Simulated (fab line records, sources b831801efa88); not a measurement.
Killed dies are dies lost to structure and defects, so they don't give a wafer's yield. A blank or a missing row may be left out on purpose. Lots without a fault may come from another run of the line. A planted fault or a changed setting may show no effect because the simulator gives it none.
Chamber matching | flow gf180mcu | GF_V3_CVD_02 on pecvd-01: 3 sister chambers
The step deposits SiO2 from TEOS, target thk 850 nm, time 94.851 s. 6 wafers are shown with their chamber, then 7 later ones without.

WAFERS WITH THEIR CHAMBER
wafer  | chamber | heater_power_w (W)
L285.3 | 0       | 681
L295.1 | 1       | 615
L295.2 | 0       | 625
L295.6 | 2       | 764
L297.2 | 2       | 735
L297.3 | 1       | 537

WAFERS WITHOUT THEIR CHAMBER
wafer  | heater_power_w (W)
L297.6 | 776
L298.3 | 753
L298.5 | 678
L298.6 | 604
L301.3 | 654
L301.4 | 691
L301.5 | 620

WHICH CHAMBER EACH WENT THROUGH
wafer  | from the rows above          | in truth
L297.6 | 2                            | 2
L298.3 | 2                            | 2
L298.5 | can't be placed: 0 or 2 or 1 | 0
L298.6 | can't be placed: 1 or 0      | 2
L301.3 | can't be placed: 0 or 1      | 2
L301.4 | can't be placed: 0 or 2 or 1 | 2
L301.5 | can't be placed: 0 or 1      | 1
Placed correctly: 2 of 7. Can't be placed from these rows: 5 (the true chamber is among the candidates in 3). Placed wrongly: 0.
How it was worked out, from the rows above alone: a wafer's distance from a chamber is the root of the sum, over the readings, of the square of ((its reading less the chamber's mean) divided by the reading's scatter). The wafer belongs to the nearest chamber; if the next one is less than 2 further off, it can't be placed. A chamber's mean is the mean of its shown wafers. The scatter: the root of (the sum of the squares of (reading less its chamber's mean) over the shown wafers, divided by (wafers less chambers)).
